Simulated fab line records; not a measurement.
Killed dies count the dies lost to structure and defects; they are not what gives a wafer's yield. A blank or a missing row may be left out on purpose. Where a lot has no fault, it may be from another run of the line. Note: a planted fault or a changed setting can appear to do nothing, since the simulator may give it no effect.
What tool caused it? || flow sky130 || 14 lots, 42 wafers sampled, at 4 steps of a route of 708

## WHAT THE GAUGES SHOWED, per wafer
SKY_GATE_OXIDE_THK_MEAS_02. Usual: GATE_OXIDE_OXIDATION_00_THK typically reads 10.14 nm, with standard deviation 0.27.
{"lot": "L807", "measured": "day 12 16:37", "on": "film_metro-04", "GATE_OXIDE_OXIDATION_00_THK (nm)": "10.11 10.20 10.22", "flag": ""}
{"lot": "L810", "measured": "day 13 17:17", "on": "film_metro-03", "GATE_OXIDE_OXIDATION_00_THK (nm)": "10.20 10.27 10.31", "flag": ""}
{"lot": "L812", "measured": "day 14 08:13", "on": "film_metro-04", "GATE_OXIDE_OXIDATION_00_THK (nm)": "9.90 10.07 10.15", "flag": ""}
{"lot": "L813", "measured": "day 14 23:37", "on": "film_metro-03", "GATE_OXIDE_OXIDATION_00_THK (nm)": "10.27 10.07 10.14", "flag": ""}
{"lot": "L814", "measured": "day 15 02:49", "on": "film_metro-04", "GATE_OXIDE_OXIDATION_00_THK (nm)": "10.21 10.39 10.28", "flag": ""}
{"lot": "L816", "measured": "day 15 22:44", "on": "film_metro-03", "GATE_OXIDE_OXIDATION_00_THK (nm)": "10.24 10.20 10.25", "flag": ""}
{"lot": "L818", "measured": "day 16 09:20", "on": "film_metro-03", "GATE_OXIDE_OXIDATION_00_THK (nm)": "10.64 10.67 10.61", "flag": ""}
{"lot": "L819", "measured": "day 16 16:39", "on": "film_metro-04", "GATE_OXIDE_OXIDATION_00_THK (nm)": "10.45 10.43 10.56", "flag": ""}
{"lot": "L825", "measured": "day 19 07:53", "on": "film_metro-02", "GATE_OXIDE_OXIDATION_00_THK (nm)": "9.71 9.81 9.92", "flag": ""}
{"lot": "L826", "measured": "day 19 17:26", "on": "film_metro-04", "GATE_OXIDE_OXIDATION_00_THK (nm)": "9.87 10.04 10.03", "flag": ""}
{"lot": "L827", "measured": "day 19 19:43", "on": "film_metro-03", "GATE_OXIDE_OXIDATION_00_THK (nm)": "9.62 9.78 10.00", "flag": ""}
{"lot": "L828", "measured": "day 20 03:55", "on": "film_metro-02", "GATE_OXIDE_OXIDATION_00_THK (nm)": "10.51 10.42 10.57", "flag": ""}
{"lot": "L830", "measured": "day 20 10:05", "on": "film_metro-03", "GATE_OXIDE_OXIDATION_00_THK (nm)": "9.94 10.11 10.00", "flag": ""}
{"lot": "L829", "measured": "day 20 16:50", "on": "film_metro-04", "GATE_OXIDE_OXIDATION_00_THK (nm)": "10.12 10.15 10.12", "flag": ""}

SKY_POLY_GATE_CD_MEAS_13: the cd target is 150 nm. Usual: cd_nm 150.3 nm, standard deviation 1.4.
{"lot": "L807", "measured": "day 16 03:50", "on": "cd_sem-01", "cd_nm (nm)": "150.4 149.5 150.8", "flag": ""}
{"lot": "L810", "measured": "day 17 10:52", "on": "cd_sem-02", "cd_nm (nm)": "148.3 148.1 149.0", "flag": ""}
{"lot": "L812", "measured": "day 18 02:23", "on": "cd_sem-02", "cd_nm (nm)": "151.5 150.9 151.2", "flag": ""}
{"lot": "L813", "measured": "day 18 18:23", "on": "cd_sem-01", "cd_nm (nm)": "150.8 149.4 149.8", "flag": ""}
{"lot": "L814", "measured": "day 19 00:55", "on": "cd_sem-01", "cd_nm (nm)": "150.9 150.5 151.2", "flag": ""}
{"lot": "L816", "measured": "day 19 21:19", "on": "cd_sem-01", "cd_nm (nm)": "148.8 148.5 147.6", "flag": ""}
{"lot": "L818", "measured": "day 20 09:02", "on": "cd_sem-02", "cd_nm (nm)": "150.7 151.8 152.1", "flag": ""}
{"lot": "L819", "measured": "day 20 16:52", "on": "cd_sem-01", "cd_nm (nm)": "150.5 151.5 150.1", "flag": ""}
{"lot": "L825", "measured": "day 23 11:20", "on": "cd_sem-02", "cd_nm (nm)": "149.5 149.8 149.5", "flag": ""}
{"lot": "L826", "measured": "day 23 18:47", "on": "cd_sem-02", "cd_nm (nm)": "149.7 149.7 149.2", "flag": ""}
{"lot": "L827", "measured": "day 23 20:01", "on": "cd_sem-01", "cd_nm (nm)": "147.8 149.4 148.0", "flag": ""}
{"lot": "L828", "measured": "day 24 05:22", "on": "cd_sem-01", "cd_nm (nm)": "151.9 151.3 150.9", "flag": ""}
{"lot": "L830", "measured": "day 24 10:34", "on": "cd_sem-01", "cd_nm (nm)": "151.2 149.5 150.0", "flag": ""}
{"lot": "L829", "measured": "day 24 17:44", "on": "cd_sem-02", "cd_nm (nm)": "149.4 150.3 151.5", "flag": ""}

SKY_SD_P_OVL_MEAS_08. Usual: SD_P_OVL typically reads -0.3 nm, with standard deviation 1.2.
{"lot": "L807", "measured": "day 25 05:23", "on": "overlay-02", "SD_P_OVL (nm)": "0.0 0.1 -1.8", "flag": ""}
{"lot": "L810", "measured": "day 26 14:03", "on": "overlay-01", "SD_P_OVL (nm)": "-1.8 -1.5 -0.7", "flag": ""}
{"lot": "L812", "measured": "day 27 06:43", "on": "overlay-01", "SD_P_OVL (nm)": "-1.5 0.1 -0.8", "flag": ""}
{"lot": "L813", "measured": "day 27 20:00", "on": "overlay-02", "SD_P_OVL (nm)": "1.2 0.5 -0.9", "flag": ""}
{"lot": "L814", "measured": "day 27 23:57", "on": "overlay-02", "SD_P_OVL (nm)": "-1.1 -0.7 -0.4", "flag": ""}
{"lot": "L816", "measured": "day 28 18:46", "on": "overlay-01", "SD_P_OVL (nm)": "-0.8 -0.9 -1.5", "flag": ""}
{"lot": "L818", "measured": "day 29 06:51", "on": "overlay-01", "SD_P_OVL (nm)": "-0.3 0.1 -1.3", "flag": ""}
{"lot": "L819", "measured": "day 29 13:37", "on": "overlay-02", "SD_P_OVL (nm)": "-1.3 0.7 0.7", "flag": ""}
{"lot": "L825", "measured": "day 32 03:07", "on": "overlay-01", "SD_P_OVL (nm)": "-2.3 -1.8 -0.1", "flag": ""}
{"lot": "L826", "measured": "day 32 07:55", "on": "overlay-01", "SD_P_OVL (nm)": "-0.6 -2.2 -1.8", "flag": ""}
{"lot": "L827", "measured": "day 32 10:26", "on": "overlay-02", "SD_P_OVL (nm)": "-2.0 -2.7 -0.8", "flag": ""}
{"lot": "L828", "measured": "day 32 17:42", "on": "overlay-01", "SD_P_OVL (nm)": "-1.1 -3.0 -2.3", "flag": ""}
{"lot": "L830", "measured": "day 33 02:32", "on": "overlay-01", "SD_P_OVL (nm)": "1.6 1.8 1.0", "flag": ""}
{"lot": "L829", "measured": "day 33 05:17", "on": "overlay-02", "SD_P_OVL (nm)": "0.1 1.3 -3.0", "flag": ""}

## EACH LOT AND THE TOOL THAT RAN IT (in order: tool; ch and the chambers of the sampled wafers; start)
{"lot": "L807", "SKY_POLY_CUT_SOFTBAKE_04": "litho_track-02 ch 0, day 23 08:00"}
{"lot": "L810", "SKY_POLY_CUT_SOFTBAKE_04": "litho_track-04 ch 0, day 24 17:00"}
{"lot": "L812", "SKY_POLY_CUT_SOFTBAKE_04": "litho_track-02 ch 0, day 25 10:00"}
{"lot": "L813", "SKY_POLY_CUT_SOFTBAKE_04": "litho_track-02 ch 0, day 25 23:00"}
{"lot": "L814", "SKY_POLY_CUT_SOFTBAKE_04": "litho_track-04 ch 0, day 26 04:00"}
{"lot": "L816", "SKY_POLY_CUT_SOFTBAKE_04": "litho_track-02 ch 0, day 26 23:00"}
{"lot": "L818", "SKY_POLY_CUT_SOFTBAKE_04": "litho_track-04 ch 0, day 27 12:00"}
{"lot": "L819", "SKY_POLY_CUT_SOFTBAKE_04": "litho_track-04 ch 0, day 27 18:00"}
{"lot": "L825", "SKY_POLY_CUT_SOFTBAKE_04": "litho_track-02 ch 0, day 30 09:00"}
{"lot": "L826", "SKY_POLY_CUT_SOFTBAKE_04": "litho_track-04 ch 0, day 30 15:00"}
{"lot": "L827", "SKY_POLY_CUT_SOFTBAKE_04": "litho_track-02 ch 0, day 30 17:00"}
{"lot": "L828", "SKY_POLY_CUT_SOFTBAKE_04": "litho_track-02 ch 0, day 31 00:00"}
{"lot": "L830", "SKY_POLY_CUT_SOFTBAKE_04": "litho_track-04 ch 0, day 31 09:00"}
{"lot": "L829", "SKY_POLY_CUT_SOFTBAKE_04": "litho_track-04 ch 0, day 31 12:00"}
- SKY_POLY_CUT_SOFTBAKE_04: time 90 s.

## WHAT THE TOOLS THEMSELVES READ (means of the sampled wafers that have a number; where no wafer has one, the mark that the record gives instead)
SKY_POLY_CUT_SOFTBAKE_04. Usual: chill_plate_temp_C 23.01 C, standard deviation 0.11; heater_power_total_W 57.35 W, standard deviation 0.11; plate_temp_C 99.99 C, standard deviation 0.14.
{"lot": "L807", "tool": "litho_track-02", "chill_plate_temp_C (C)": 23.07, "heater_power_total_W (W)": 57.26, "plate_temp_C (C)": 100.01, "flag": ""}
{"lot": "L810", "tool": "litho_track-04", "chill_plate_temp_C (C)": 23.07, "heater_power_total_W (W)": 57.43, "plate_temp_C (C)": 100.09, "flag": ""}
{"lot": "L812", "tool": "litho_track-02", "chill_plate_temp_C (C)": 23.02, "heater_power_total_W (W)": 57.30, "plate_temp_C (C)": 100.24, "flag": ""}
{"lot": "L813", "tool": "litho_track-02", "chill_plate_temp_C (C)": 23.09, "heater_power_total_W (W)": 57.51, "plate_temp_C (C)": 99.80, "flag": ""}
{"lot": "L814", "tool": "litho_track-04", "chill_plate_temp_C (C)": 22.94, "heater_power_total_W (W)": 57.43, "plate_temp_C (C)": 99.87, "flag": ""}
{"lot": "L816", "tool": "litho_track-02", "chill_plate_temp_C (C)": 22.98, "heater_power_total_W (W)": 57.30, "plate_temp_C (C)": 99.85, "flag": ""}
{"lot": "L818", "tool": "litho_track-04", "chill_plate_temp_C (C)": 23.03, "heater_power_total_W (W)": 57.33, "plate_temp_C (C)": 99.91, "flag": ""}
{"lot": "L819", "tool": "litho_track-04", "chill_plate_temp_C (C)": 23.08, "heater_power_total_W (W)": 57.23, "plate_temp_C (C)": 100.08, "flag": ""}
{"lot": "L825", "tool": "litho_track-02", "chill_plate_temp_C (C)": 22.87, "heater_power_total_W (W)": 60.90, "plate_temp_C (C)": 104.43, "flag": "OFF"}
{"lot": "L826", "tool": "litho_track-04", "chill_plate_temp_C (C)": 23.07, "heater_power_total_W (W)": 57.44, "plate_temp_C (C)": 99.97, "flag": ""}
{"lot": "L827", "tool": "litho_track-02", "chill_plate_temp_C (C)": 22.88, "heater_power_total_W (W)": 60.97, "plate_temp_C (C)": 104.34, "flag": "OFF"}
{"lot": "L828", "tool": "litho_track-02", "chill_plate_temp_C (C)": 22.83, "heater_power_total_W (W)": 60.87, "plate_temp_C (C)": 104.72, "flag": "OFF"}
{"lot": "L830", "tool": "litho_track-04", "chill_plate_temp_C (C)": 22.98, "heater_power_total_W (W)": 57.36, "plate_temp_C (C)": 99.85, "flag": ""}
{"lot": "L829", "tool": "litho_track-04", "chill_plate_temp_C (C)": 23.08, "heater_power_total_W (W)": 57.35, "plate_temp_C (C)": 99.87, "flag": ""}

## THE ANSWER, worked out from the rows above alone
Rule: a lot counts as off when the mean over its wafers that have a number is more than 3 standard deviations away from the usual mean. Also off: a lot with no number at a reading for which 4 or more lots have one. All remaining lots with rows at the step are treated as sound. First the gauges in route order, then the tools' own readings, where a lot's mean is used as printed above. The first step at which some lot is off is used, and at that step the reading that is off furthest; a lot without a number counts as furthest.
Off at SKY_POLY_CUT_SOFTBAKE_04 (plate_temp_C): L825, L827, L828.
If a tool, at that step or one of the process steps before it, ran each lot that is off and ran no sound lot following the first of them, it fits. One candidate fits, namely litho_track-02 at SKY_POLY_CUT_SOFTBAKE_04. Its last sound lot is L816 (day 26 23:00), its first lot that is off L825 (day 30 09:00): a fault that began between those two fits.
The tool's own readings at SKY_POLY_CUT_SOFTBAKE_04 bear it out: on the lots that are off they differ by more than 5 times the standard deviation of the sound lots' means. heater_power_total_W reads 60.91 W there against 57.36 W on the sound lots; plate_temp_C reads 104.50 C there against 99.96 C on the sound lots.

## WHAT HAD BEEN PUT IN BY THE SIMULATOR
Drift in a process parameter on litho_track-02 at SKY_POLY_CUT_SOFTBAKE_04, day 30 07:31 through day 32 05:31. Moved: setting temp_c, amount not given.
Lots struck among those shown: L825, L827, L828. The same result came from the rule above.
